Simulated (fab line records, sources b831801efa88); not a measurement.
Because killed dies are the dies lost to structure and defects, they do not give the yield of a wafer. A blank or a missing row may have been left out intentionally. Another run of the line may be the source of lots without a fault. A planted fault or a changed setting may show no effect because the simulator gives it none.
fab line records	flow sky130
record lots=6	wafers=18	lastDay=50
route steps=708 shown METAL2@495 VIA2@507 PAD_OPEN@708
lots with no fault: from the same line, run without faults
startH: start of the lot's first displayed wafer, in hours after the record's first day	waitH: hours since the lot's step before	" repeats the value in the row above	L1.1+2: one row covering several wafers at once	- no value present, or no start provided	* or withheld: withheld	< > ~ a bound
route shown NAME@n: a module of which the file shows steps, and the number in the route of the first	usual: mean/standard deviation taken from wafers without a fault	same: alike in all rows	chamber/n: place in a boat	sites: per-site readings	_std_site: standard deviation across them	_edge_site: the outer-site mean with the inner-site mean subtracted	radiusMm: how far each site lies from the wafer's centre	mask NAME#n: copy n	behind: the last tool/chamber to shape the wafer	hold: reason for holding the lot/hours on hold/outcome of the hold	device: which transistor (n, p or np) failed to switch	end of line: the route-end tests of the same wafers	a step given without rows: its recipe and nothing more	killed: dies that structure and defects cost at the first sort, which is not the same as the wafer's yield	map: a wafer's dies, marking killed ones x, the rest . and places with no die _
set.NAME: the setting the step ran with; set.NAME@STEP: the setting that earlier step ran with	model.NAME: the simulator's own value behind a step, which no gauge read
certain route steps with their lots: each step a table, each wafer a row
services: from which hour (startH, from the record's first day; less than 0 if before it) a tool's chamber was out of use, for how many hours, and why
## steps
# step SKY_METAL2_EXPOSE_12
# recipe maskId=MM2	na=0.8	sourceShape=annular	sigmaInner=0.55	sigmaOuter=0.85	targetCdNm=140	doseMj=28
# step SKY_METAL2_PEB_13
# recipe pebTempC=withheld	pebTimeS=withheld	resist=KrF-thick
# step SKY_METAL2_DEVELOP_14
# recipe developTimeS=60	resist=KrF-thick	devTempC=21
# step SKY_METAL2_CD_MEAS_15
# recipe targetCdNm=140
# usual cdNm=139.7/1.7
lot.wafer	tool	chamber	startH	waitH	cdNm
L772.1	cdSem-01	-	834.02	-	139.5
L772.2	"	-	"	"	138.4
L772.3	"	-	"	"	139.3
L774.1	cdSem-01	-	842.32	-	140.8
L774.3	"	-	"	"	142.1
L774.5	"	-	"	"	142.1
L778.1	cdSem-01	-	876.87	-	138.1
L778.5	"	-	"	"	137.2
L778.6	"	-	"	"	136.7
L779.1	cdSem-01	-	889.34	-	142.1
L779.2	"	-	"	"	141.2
L779.3	"	-	"	"	143.2
L792.3	cdSem-01	-	976.71	-	141.9
L792.5	"	-	"	"	140.1
L792.6	"	-	"	"	140.6
L793.1	cdSem-01	-	984.32	-	140.8
L793.3	"	-	"	"	139.7
L793.5	"	-	"	"	139.4
# step SKY_METAL2_OVL_MEAS_16
# usual METAL2_OVL=1/4
lot.wafer	tool	chamber	startH	waitH	METAL2_OVL[nm]
L772.1	overlay-01	-	834.14	0.1	3
L772.2	"	-	"	"	-1
L772.3	"	-	"	"	0
L774.1	overlay-02	-	842.44	0.1	-6
L774.3	"	-	"	"	0
L774.5	"	-	"	"	-3
L778.1	overlay-01	-	876.99	0.1	7
L778.5	"	-	"	"	6
L778.6	"	-	"	"	4
L779.1	overlay-01	-	889.46	0.1	-1
L779.2	"	-	"	"	-3
L779.3	"	-	"	"	3
L792.3	overlay-01	-	976.80	0.1	-5
L792.5	"	-	"	"	2
L792.6	"	-	"	"	5
L793.1	overlay-02	-	984.44	0.1	0
L793.3	"	-	"	"	-3
L793.5	"	-	"	"	-1
# step SKY_METAL2_DESCUM_17
# recipe chemistry=O2	sourcePowerW=150	biasPowerW=0	pressureMtorr=10	tempC=40	timeS=8
# usual drypumpMotorCurrentA=5.8/0.49	oesProductAu=1.002/0.011
lot.wafer	tool	chamber	startH	waitH	drypumpMotorCurrentA	oesProductAu	rfHoursCounterH
L772.1	rieMetal-03	0	834.18	0.0	5.3	0.997	1
L772.2	"	1	"	"	5.8	0.977	16
L772.3	"	1	"	"	5.8	0.989	-
L774.1	rieMetal-02	0	842.47	0.0	6.0	0.989	13
L774.3	"	0	"	"	6.0	0.994	-
L774.5	"	0	"	"	6.0	0.990	-
L778.1	rieMetal-03	1	877.02	0.0	5.8	0.974	18
L778.5	"	1	"	"	5.8	0.977	-
L778.6	"	0	"	"	5.3	1.005	-
L779.1	rieMetal-01	1	889.50	0.0	5.7	0.997	8
L779.2	"	0	"	"	4.9	1.002	9
L779.3	"	0	"	"	4.9	1.012	-
L792.3	rieMetal-02	0	976.83	0.0	6.0	1.008	-
L792.5	"	0	"	"	6.0	1.006	-
L792.6	"	1	"	"	6.3	1.006	-
L793.1	rieMetal-03	1	984.47	0.0	5.8	0.990	4
L793.3	"	1	"	"	5.8	0.994	-
L793.5	"	0	"	"	5.3	1.001	-
# step SKY_METAL2_ETCH_18
# recipe chemistry=N2/H2	target=BARC	ionEnergyEv=200	biasW=100	pressureMtorr=30	n2FlowSccm=100	h2FlowSccm=200	icpW=500	stopOn=SiO2	timeS=45.9	targetDepthA=600
# usual drypumpMotorCurrentA=5.8/0.49	oesProductAu=0.855/0.0045	throttleValvePct=13.224/0.0079
lot.wafer	tool	chamber	startH	waitH	drypumpMotorCurrentA	oesProductAu	rfHoursCounterH	throttleValvePct
L772.1	rieMetal-03	0	834.21	0.0	5.3	0.852	1	13.224
L772.2	"	1	"	"	5.8	0.859	16	13.223
L772.3	"	1	"	"	5.8	0.855	-	13.227
L774.1	rieMetal-02	0	842.51	0.0	6.0	0.856	13	13.229
L774.3	"	0	"	"	6.0	0.859	-	13.223
L774.5	"	0	"	"	6.0	0.847	-	13.204
L778.1	rieMetal-03	1	877.05	0.0	5.8	0.849	18	13.216
L778.5	"	1	"	"	5.8	0.853	-	13.210
L778.6	"	0	"	"	5.3	0.857	-	13.223
L779.1	rieMetal-01	1	889.53	0.0	5.8	0.854	8	13.227
L779.2	"	0	"	"	4.9	0.854	9	13.227
L779.3	"	0	"	"	4.9	0.851	-	13.233
L792.3	rieMetal-02	0	976.88	0.0	6.0	0.862	-	13.209
L792.5	"	0	"	"	6.0	0.857	-	13.220
L792.6	"	1	"	"	6.4	0.856	-	13.243
L793.1	rieMetal-03	1	984.50	0.0	5.8	0.852	4	13.235
L793.3	"	1	"	"	5.8	0.850	-	13.227
L793.5	"	0	"	"	5.3	0.850	-	13.232
# step SKY_METAL2_METAL_ETCH_19
# recipe targetDepthA=3600	stopOn=SiO2	overEtchFrac=0.3	timeS=78	chemistry=Cl2/BCl3	resistSidewallDeg=88	pressureMtorr=10	icpW=900	biasW=48.5	Cl2_flow_sccm=60	bcl3FlowSccm=30
# usual drypumpMotorCurrentA=5.8/0.49	oesProductAu=0.852/0.0066	throttleValvePct=22.265/0.0093
lot.wafer	tool	chamber	startH	waitH	drypumpMotorCurrentA	oesProductAu	rfHoursCounterH	throttleValvePct
L772.1	rieMetal-03	0	834.27	0.0	5.3	0.849	1	22.273
L772.2	"	1	"	"	5.7	0.859	16	22.268
L772.3	"	1	"	"	5.8	0.843	-	22.265
L774.1	rieMetal-02	0	842.60	0.1	6.0	0.857	13	22.277
L774.3	"	0	"	"	6.0	0.849	-	22.258
L774.5	"	0	"	"	6.0	0.861	-	22.248
L778.1	rieMetal-03	1	877.12	0.0	5.8	0.859	18	22.262
L778.5	"	1	"	"	5.8	0.847	-	22.272
L778.6	"	0	"	"	5.3	0.849	-	22.246
L779.1	rieMetal-01	1	889.59	0.0	5.7	0.864	9	22.259
L779.2	"	0	"	"	4.9	0.854	9	22.269
L779.3	"	0	"	"	4.9	0.852	-	22.274
L792.3	rieMetal-02	0	976.95	0.1	6.0	0.852	-	22.254
L792.5	"	0	"	"	6.0	0.856	-	22.264
L792.6	"	1	"	"	6.3	0.861	-	22.282
L793.1	rieMetal-03	1	984.57	0.0	5.8	0.845	4	22.272
L793.3	"	1	"	"	5.7	0.845	-	22.272
L793.5	"	0	"	"	5.3	0.849	-	22.258
# step SKY_METAL2_STRIP_20
# recipe chemistry=O2/N2	powerW=1400	pressureMtorr=1500	platenTempC=withheld	o2FlowSccm=3000	n2FlowSccm=300	overashFraction=0.5
# usual drypumpMotorCurrentA=5.68/0.26	oesProductAu=0.343/0.005	stripTimeToEndpointS=2.70/0.048
lot.wafer	tool	chamber	startH	waitH	drypumpMotorCurrentA	oesProductAu	rfHoursCounterH	stripTimeToEndpointS
L772.1	plasmaAsher-02	1	834.36	0.1	5.34	0.340	10	2.70
L772.2	"	0	"	"	6.07	0.341	10	2.78
L772.3	"	1	"	"	5.34	0.339	-	2.76
L774.1	plasmaAsher-01	0	842.72	0.1	5.32	0.347	40	2.74
L774.3	"	0	"	"	5.33	0.341	-	2.74
L774.5	"	0	"	"	5.34	0.341	-	2.69
L778.1	plasmaAsher-01	0	877.21	0.1	5.35	0.345	44	2.78
L778.5	"	1	"	"	5.82	0.344	-	2.75
L778.6	"	0	"	"	5.33	0.347	-	2.68
L779.1	plasmaAsher-01	1	889.68	0.1	5.82	0.340	45	2.72
L779.2	"	0	"	"	5.36	0.338	45	2.63
L779.3	"	1	"	"	5.82	0.342	-	2.63
L792.3	plasmaAsher-01	1	977.04	0.1	5.83	0.345	-	2.73
L792.5	"	1	"	"	5.81	0.343	-	2.74
L792.6	"	0	"	"	5.34	0.348	-	2.66
L793.1	plasmaAsher-02	0	984.66	0.1	6.05	0.348	25	2.68
L793.3	"	1	"	"	5.38	0.340	-	2.67
L793.5	"	1	"	"	5.36	0.334	-	2.65
# step SKY_METAL2_STRIP_21
# recipe chemistry=postEtchResidueRemover	timeS=1200	tempC=72.5
# step SKY_METAL2_CLEAN_22
# recipe chemistry=IPA	timeS=180	tempC=25
# step SKY_METAL2_CLEAN_23
# recipe chemistry=O3/DIW	dry=n2Spin
# step SKY_VIA2_HDPCVD_00
# recipe material=SiO2	targetThkNm=1180	sigmaOpenFrac=0.3	timeS=196.7	tempC=400	sih4FlowSccm=60	pressureMtorr=6
lot.wafer	tool	chamber	startH	waitH	model.SiO2_of_VIA2_HDPCVD_00.thkNm
L772.1	hdpcvd-02	0	834.96	0.0	1176
L772.2	"	1	"	"	1201
L772.3	"	2	"	"	1200
L774.1	hdpcvd-01	2	843.35	0.0	1175
L774.3	"	0	"	"	1202
L774.5	"	2	"	"	1180
L778.1	hdpcvd-01	0	877.80	0.0	1166
L778.5	"	0	"	"	1181
L778.6	"	2	"	"	1791
L779.1	hdpcvd-01	2	890.30	0.0	1164
L779.2	"	0	"	"	1834
L779.3	"	1	"	"	1159
L792.3	hdpcvd-02	0	977.64	0.0	1171
L792.5	"	2	"	"	1173
L792.6	"	1	"	"	1178
L793.1	hdpcvd-02	1	985.28	0.0	1191
L793.3	"	0	"	"	1197
L793.5	"	2	"	"	1201
# step SKY_VIA2_THK_MEAS_01
# recipe reads=SiO2_of_VIA2_HDPCVD_00
# usual VIA2_HDPCVD_THK=1182/15
lot.wafer	tool	chamber	startH	waitH	VIA2_HDPCVD_THK[nm]
L772.1	filmMetro-01	-	835.08	0.1	1177
L772.2	"	-	"	"	1202
L772.3	"	-	"	"	1200
L774.1	filmMetro-03	-	843.47	0.1	1176
L774.3	"	-	"	"	1202
L774.5	"	-	"	"	1179
L778.1	filmMetro-03	-	877.92	0.1	1166
L778.5	"	-	"	"	1182
L778.6	"	-	"	"	1790
L779.1	filmMetro-02	-	890.43	0.1	1164
L779.2	"	-	"	"	1834
L779.3	"	-	"	"	1158
L792.3	filmMetro-01	-	977.78	0.1	1171
L792.5	"	-	"	"	1173
L792.6	"	-	"	"	1179
L793.1	filmMetro-03	-	985.41	0.1	1190
L793.3	"	-	"	"	1198
L793.5	"	-	"	"	1201
# step SKY_VIA2_CMP_02
# recipe material=SiO2	downForcePsi=4	platenRpm=60	padVelocityMS=0.94248
# usual motorCurrentA=11.8/1.2
lot.wafer	tool	chamber	startH	waitH	motorCurrentA
L772.2	cmp-01	3	835.14	0.0	13.8
L772.3	"	0	"	"	13.5
L772.1	"	2	"	"	10.9
L774.3	cmp-01	3	843.58	0.1	13.7
L774.1	"	0	"	"	13.0
L774.5	"	3	"	"	13.4
L778.1	cmp-01	3	878.08	0.1	13.1
L778.5	"	1	"	"	10.4
L778.6	"	2	"	"	10.9
L779.3	cmp-01	3	890.49	0.0	12.9
L779.1	"	0	"	"	12.9
L779.2	"	2	"	"	10.8
L792.3	cmp-02	0	977.87	0.1	11.0
L792.5	"	3	"	"	11.3
L792.6	"	0	"	"	10.9
L793.3	cmp-02	1	985.47	0.0	11.3
L793.1	"	3	"	"	11.4
L793.5	"	1	"	"	11.1
# step SKY_PAD_OPEN_PROBE_99
# usual defectLimitedYield=82.3/1.9	killed_at_M0_to_M3=44/6.9	killed_at_M4_up=3.3/2.1	killedAtContacts=24/4.8	killedAtFrontEnd=15/4.4	killedAtOther=0.2/0.48	killedDies=87/9.5	killedOpen=48/6.5	killedShort=39/6.3	sort_bin_3_pad_short=0.9/0.48	sort_bin_5_function=10.5/1.5	sort_bin_6_memory=6.3/1.1	sortNPass=405/9.5	sortYieldPct=82.3/1.9
# same grossDies=492	killedAtBackSide=0	sort_bin_4_leakage[%]=0	sort_bin_8_speed[%]=0
lot.wafer	tool	chamber	startH	waitH	defectLimitedYield[%]	killed_at_M0_to_M3	killed_at_M4_up	killedAtContacts	killedAtFrontEnd	killedAtOther	killedDies	killedOpen	killedShort	sort_bin_3_pad_short[%]	sort_bin_5_function[%]	sort_bin_6_memory[%]	sortNPass	sortYieldPct[%]
L772.1	prober-01	-	1086.03	0.1	83.3	39	0	22	20	1	82	41	41	0.8	9.8	6.1	410	83.3
L772.2	prober-01	-	1086.08	0.1	84.3	35	3	19	20	0	77	49	28	0.6	8.9	6.1	415	84.3
L772.3	prober-01	-	1086.13	0.2	81.9	47	2	22	18	0	89	49	40	0.8	11.8	5.5	403	81.9
L774.1	prober-02	-	1092.80	0.1	81.1	58	2	22	11	0	93	53	40	1.0	12.4	5.5	399	81.1
L774.3	prober-02	-	1092.90	0.2	85.8	39	3	13	15	0	70	38	32	2.0	7.5	4.7	422	85.8
L774.5	prober-02	-	1093.00	0.2	81.7	53	2	17	17	1	90	48	42	1.0	9.8	7.5	402	81.7
L778.1	prober-02	-	1119.21	0.1	80.7	49	6	21	19	0	95	42	53	0.8	12.6	5.9	397	80.7
L778.5	prober-02	-	1119.41	0.2	85.2	35	5	24	9	0	73	46	25	0.8	7.5	6.5	419	85.2
L778.6	prober-02	-	1119.46	0.2	87.2	31	1	17	13	1	63	27	36	1.4	6.3	5.1	429	87.2
L779.1	prober-01	-	1127.82	0.1	83.3	43	1	27	11	0	82	48	34	0.6	8.7	7.3	410	83.3
L779.2	prober-01	-	1127.87	0.1	81.9	44	1	23	21	0	89	53	36	0.4	11.2	6.5	403	81.9
L779.3	prober-01	-	1127.92	0.2	80.5	46	5	30	15	0	96	46	50	1.4	11.4	6.7	396	80.5
L792.3	prober-02	-	1191.35	0.2	84.1	36	4	23	15	0	78	38	40	1.2	9.3	5.3	414	84.1
L792.5	prober-02	-	1191.45	0.2	81.5	52	3	20	15	1	91	45	46	0.8	11.2	6.5	401	81.5
L792.6	prober-02	-	1191.50	0.2	82.1	54	2	21	11	0	88	52	36	0.8	11.2	5.9	404	82.1
L793.1	prober-01	-	1196.74	0.1	82.9	39	0	23	22	0	84	46	38	2.4	9.1	5.5	408	82.9
L793.3	prober-01	-	1196.84	0.2	81.5	47	3	21	20	0	91	51	40	1.2	10.2	7.1	401	81.5
L793.5	prober-01	-	1196.94	0.2	84.1	36	3	22	17	0	78	40	38	0.8	8.7	6.3	414	84.1
# killed by level:class
L772.1 CONTACT:geometricParticle:open=8 VIA1:geometricParticle:open=8 CONTACT:geometricParticle:short=7 POLY_GATE:geometricParticle:short=6 FIELD_ISO:geometricParticle:open=5 POLY_GATE:geometricParticle:open=5 LOCAL_INTERCONNECT:geometricParticle:short=5 VIA1:geometricParticle:short=5
L772.2 CONTACT:geometricParticle:open=9 VIA1:geometricParticle:open=8 FIELD_ISO:geometricParticle:open=7 POLY_GATE:geometricParticle:open=6 VIA3:geometricParticle:open=6 CONTACT:geometricParticle:short=5 VIA2:geometricParticle:open=5 POLY_GATE:geometricParticle:short=4
L772.3 VIA3:geometricParticle:open=8 VIA2:geometricParticle:open=8 LI_CONTACT:geometricParticle:open=8 VIA1:geometricParticle:short=7 FIELD_ISO:geometricParticle:open=6 CONTACT:geometricParticle:open=6 CONTACT:geometricParticle:short=6 VIA1:geometricParticle:open=6
L774.1 VIA3:geometricParticle:open=15 VIA1:geometricParticle:open=13 LI_CONTACT:geometricParticle:open=8 METAL1:geometricParticle:short=7 CONTACT:geometricParticle:open=6 CONTACT:geometricParticle:short=5 VIA3:geometricParticle:short=5 POLY_GATE:geometricParticle:short=4
L774.3 VIA1:geometricParticle:open=11 CONTACT:geometricParticle:open=8 POLY_GATE:geometricParticle:short=6 VIA3:geometricParticle:short=6 VIA3:geometricParticle:open=6 VIA1:geometricParticle:short=3 VIA2:geometricParticle:open=3 FIELD_ISO:geometricParticle:short=2
L774.5 VIA1:geometricParticle:open=15 LI_CONTACT:geometricParticle:open=7 VIA2:geometricParticle:open=7 VIA1:geometricParticle:short=7 POLY_GATE:geometricParticle:short=5 CONTACT:geometricParticle:short=5 VIA3:geometricParticle:short=5 VIA3:geometricParticle:open=5
L778.1 METAL2:geometricParticle:short=9 METAL1:geometricParticle:short=8 POLY_GATE:geometricParticle:short=7 VIA2:geometricParticle:open=7 VIA1:geometricParticle:open=7 CONTACT:geometricParticle:open=6 LI_CONTACT:geometricParticle:open=5 LOCAL_INTERCONNECT:geometricParticle:short=5
L778.5 VIA2:geometricParticle:open=11 METAL1:geometricParticle:short=9 VIA1:geometricParticle:open=9 CONTACT:geometricParticle:open=8 LI_CONTACT:geometricParticle:open=7 FIELD_ISO:geometricParticle:open=5 CONTACT:geometricParticle:short=5 METAL4:geometricParticle:short=3
L778.6 LOCAL_INTERCONNECT:geometricParticle:short=6 VIA1:geometricParticle:open=5 FIELD_ISO:geometricParticle:short=4 CONTACT:geometricParticle:short=4 METAL1:geometricParticle:short=4 VIA2:geometricParticle:open=4 VIA2:geometricParticle:short=4 VIA3:geometricParticle:open=4
L779.1 LI_CONTACT:geometricParticle:open=9 VIA1:geometricParticle:open=8 VIA2:geometricParticle:open=8 VIA3:geometricParticle:open=7 CONTACT:geometricParticle:short=6 CONTACT:geometricParticle:open=6 VIA1:geometricParticle:short=6 LOCAL_INTERCONNECT:geometricParticle:short=4
L779.2 VIA1:geometricParticle:open=11 FIELD_ISO:geometricParticle:open=9 LI_CONTACT:geometricParticle:open=7 VIA3:geometricParticle:short=7 VIA2:geometricParticle:open=6 CONTACT:geometricParticle:open=6 CONTACT:geometricParticle:short=5 POLY_GATE:geometricParticle:open=4
L779.3 VIA1:geometricParticle:open=11 LI_CONTACT:geometricParticle:open=7 CONTACT:geometricParticle:short=7 METAL2:geometricParticle:short=7 VIA2:geometricParticle:open=7 FIELD_ISO:geometricParticle:short=6 VIA3:geometricParticle:short=5 CONTACT:geometricParticle:open=5
L792.3 LI_CONTACT:geometricParticle:open=10 FIELD_ISO:geometricParticle:short=6 LOCAL_INTERCONNECT:geometricParticle:short=6 METAL2:geometricParticle:short=6 VIA2:geometricParticle:open=6 VIA1:geometricParticle:open=5 METAL1:geometricParticle:short=4 VIA3:geometricParticle:open=4
L792.5 VIA1:geometricParticle:open=8 METAL1:geometricParticle:short=8 METAL2:geometricParticle:short=8 LI_CONTACT:geometricParticle:open=7 FIELD_ISO:geometricParticle:short=5 FIELD_ISO:geometricParticle:open=5 VIA2:geometricParticle:open=5 VIA2:geometricParticle:short=5
L792.6 VIA1:geometricParticle:open=11 VIA3:geometricParticle:open=8 LI_CONTACT:geometricParticle:open=7 VIA2:geometricParticle:open=7 CONTACT:geometricParticle:open=7 METAL1:geometricParticle:short=5 VIA1:geometricParticle:short=5 FIELD_ISO:geometricParticle:open=4
L793.1 VIA1:geometricParticle:open=9 FIELD_ISO:geometricParticle:short=7 CONTACT:geometricParticle:open=7 POLY_GATE:geometricParticle:open=6 LI_CONTACT:geometricParticle:open=6 VIA1:geometricParticle:short=5 VIA3:geometricParticle:open=5 LI_CONTACT:geometricParticle:short=4
L793.3 VIA1:geometricParticle:open=15 VIA2:geometricParticle:open=10 METAL2:geometricParticle:short=8 CONTACT:geometricParticle:open=7 POLY_GATE:geometricParticle:short=6 LOCAL_INTERCONNECT:geometricParticle:short=6 FIELD_ISO:geometricParticle:short=5 POLY_GATE:geometricParticle:open=5
L793.5 CONTACT:geometricParticle:open=8 VIA1:geometricParticle:open=7 LI_CONTACT:geometricParticle:open=5 METAL1:geometricParticle:short=5 CONTACT:geometricParticle:short=5 VIA3:geometricParticle:open=5 VIA2:geometricParticle:open=5 METAL2:geometricParticle:short=4
## services
tool	chamber	startH	hours	kind
cmp-01	-	814.98	0.9	repair
rieMetal-03	-	820.09	0.5	repair
rieMetal-02	-	830.88	2.8	pm
cmp-01	-	844.22	3.2	pm
rieMetal-01	-	852.71	0.6	repair
cmp-02	-	857.00	0.8	repair
hdpcvd-01	-	864.27	3.1	repair
rieMetal-02	1	868.71	-	clean
rieMetal-02	1	868.71	21.3	scheduledDown
rieMetal-02	1	868.71	21.3	ventCycle
rieMetal-03	1	886.46	-	clean
rieMetal-03	1	886.46	18.4	scheduledDown
rieMetal-03	1	886.46	18.4	ventCycle
rieMetal-01	1	891.75	7.3	repair
hdpcvd-02	-	900.55	1.0	repair
cmp-02	-	912.00	4.0	pm
plasmaAsher-01	-	913.27	14.6	pm
rieMetal-02	0	920.84	-	clean
hdpcvd-01	-	921.17	14.6	pm
plasmaAsher-02	-	930.14	2.8	repair
hdpcvd-01	-	936.11	0.2	repair
hdpcvd-01	0	945.97	5.0	repair
hdpcvd-02	-	950.25	15.0	pm
hdpcvd-02	1	963.63	4.8	repair
## key
firstSign step=SKY_VIA2_THK_MEAS_01	reading=VIA2_HDPCVD_THK	direction=up	sigmas=43	usual=1182	struck=1812
effect none on later readings
modelEffect step=SKY_VIA2_HDPCVD_00	value=SiO2_of_VIA2_HDPCVD_00.thkNm	without=1172	struck=1813
metAt SKY_VIA2_HDPCVD_00
struckWafers L778.6,L779.2
onsetBetween 843.35 877.80
fault kind=processParameterDrift	tool=hdpcvd-01	chamber=-	onsetH=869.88	steps=SKY_VIA2_HDPCVD_00	channel=targetThkNm	offset=640.48	shape=step	endH=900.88	scope=struckWafersOnly	actsIn=theseRecipesOnly	stated=1180
